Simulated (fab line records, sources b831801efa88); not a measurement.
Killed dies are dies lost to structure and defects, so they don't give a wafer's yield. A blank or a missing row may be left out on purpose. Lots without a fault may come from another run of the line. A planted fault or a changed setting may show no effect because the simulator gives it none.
A struck lot beside a sound one | flow sfq_line | 18 steps out of a route of 325
Sound: wafers L191.1, L191.4, L191.6. Struck: wafer L210.3. (L210.6 of the same lot was not struck and is left out.) The cause comes at the end.
At each step with rows: each side's tool, then ch and its chambers, then its first start. Under that, the readings that differ: sound wafers | struck wafers | difference of the means | sigmas: that difference in standard deviations of wafers without a fault.
alike: readings whose means differ by less than 2 such deviations, and words and numbers that are the same on both sides. not compared: withheld readings, readings that some wafer has no value for, bounds like >300 that may hide the same value, and numbers for which the record gives no deviation and whose values overlap.
The two part at a step that has a row with sigmas, a row that says differs or no value, or rows on one side only. Numbers that don't overlap but have no deviation are shown without sigmas and don't part them. A reading that every wafer of one side lacks parts them only if that side has two wafers or more.

SFQ_TRILAYER_M3_BARC_OPEN_METAL_ETCH_100: etches BARC in O2, target depth 125 nm, time 41.7 s.
  sound on rie_metal-04 ch 0, day 28 03:44; struck on rie_metal-03 ch 1, day 33 14:58
  alike: bias_w, drypump_motor_current_A, oes_product_au
  not compared: rf_hours_counter_h
then, 1 step without rows for these wafers: SFQ_TRILAYER_M3_ETCH_METAL_ETCH_078 (etches Nb in Cl2/Ar, stops on SiO2, target depth 240 nm, time 120 s).
SFQ_TRILAYER_M3_STRIP_STRIP_079: strips in O2.
  sound on rie_metal-04 ch 0, day 28 03:55; struck on rie_metal-03 ch 1, day 33 15:19
  alike: drypump_motor_current_A, oes_product_au
  not compared: rf_hours_counter_h
then, 1 step without rows for these wafers: SFQ_TRILAYER_M3_STRIP_SOLV_CLEAN_080 (cleans in NMP, time 600 s).
SFQ_TRILAYER_I3_DEP_PECVD_081: deposits SiO2 from SiH4/N2O, time 111.11 s, target thk 500 nm.
  sound on pecvd-01 ch 1,2, day 28 04:42; struck on pecvd-02 ch 0, day 33 15:54
  alike: heater_power_w, throttle_valve_pct
SFQ_TRILAYER_I3_CMP_CMP_082: polishes SiO2.
  sound on cmp-02 ch 0,1,3, day 28 19:54; struck on cmp-01 ch 1, day 35 13:54
  reading                | sound       | struck | difference | sigmas
  time_to_endpoint_s (s) | 218 219 212 | 196    | -20        | -2
  alike: motor_current_A
SFQ_I3_BOW_MEAS_922:
  sound on film_metro-04, day 28 22:24; struck on film_metro-03, day 35 15:56
  reading     | sound    | struck | difference | sigmas
  I3_BOW (um) | -22 2 -1 | 12     | +19        | +2
SFQ_TRILAYER_I3_METRO_MEASURE_083:
  sound on film_metro-04, day 28 22:31; struck on film_metro-03, day 35 16:25
  alike: thk_nm
then, 4 steps without rows for these wafers: SFQ_TRILAYER_I3_VIA_LITHO_COAT_090 (resist thk 62 nm); SFQ_TRILAYER_I3_VIA_LITHO_COAT_085 (resist thk 650 nm); SFQ_TRILAYER_I3_VIA_LITHO_SOFTBAKE_089; SFQ_TRILAYER_I3_VIA_LITHO_EXPOSE_086 (exposes mask I3, target cd 500 nm).
SFQ_TRILAYER_I3_VIA_LITHO_PEB_088: peb time 60 s.
  sound on litho_track-04 ch 0, day 32 00:12; struck on litho_track-04 ch 0, day 37 06:46
  alike: heater_power_total_W
then, 1 step without rows for these wafers: SFQ_TRILAYER_I3_VIA_LITHO_DEVELOP_087 (time 60 s).
SFQ_I3_OVL_MEAS_923:
  sound on overlay-02, day 32 00:30; struck on overlay-02, day 37 07:02
  alike: I3_OVL
SFQ_TRILAYER_I3_VIA_BARC_OPEN_VIA_ETCH_121: etches BARC in O2, target depth 125 nm, time 41.7 s.
  sound on rie_diel-03 ch 0,2,3, day 32 00:32; struck on rie_diel-04 ch 3, day 37 07:03
  reading               | sound             | struck | difference | sigmas
  oes_product_au (a.u.) | 0.692 0.692 0.684 | 0.674  | -0.015     | -3
  model.I3.cd_nm (nm)   | 497.1 499.1 499.2 | 528.2  | +29.7      |
  alike: bias_w, drypump_motor_current_A
  not compared: rf_hours_counter_h
SFQ_TRILAYER_I3_VIA_ETCH_VIA_ETCH_088: etches SiO2 in CHF3, stops on Nb, target depth 260 nm.
  sound on rie_diel-03 ch 0,2,3, day 32 00:35; struck on rie_diel-04 ch 3, day 37 07:05
  reading             | sound             | struck | difference | sigmas
  model.I3.cd_nm (nm) | 503.1 496.7 498.7 | 529.9  | +30.4      |
  alike: bias_w, drypump_motor_current_A, oes_product_au
then, 1 step without rows for these wafers: SFQ_TRILAYER_I3_VIA_STRIP_STRIP_089 (strips in O2).

WHERE THEY PART
First at SFQ_TRILAYER_I3_CMP_CMP_082; last, within this record, at SFQ_TRILAYER_I3_VIA_BARC_OPEN_VIA_ETCH_121. Later steps at which nothing parts them and some readings are alike: SFQ_TRILAYER_I3_VIA_ETCH_VIA_ETCH_088.

WHY: what the simulator had put in
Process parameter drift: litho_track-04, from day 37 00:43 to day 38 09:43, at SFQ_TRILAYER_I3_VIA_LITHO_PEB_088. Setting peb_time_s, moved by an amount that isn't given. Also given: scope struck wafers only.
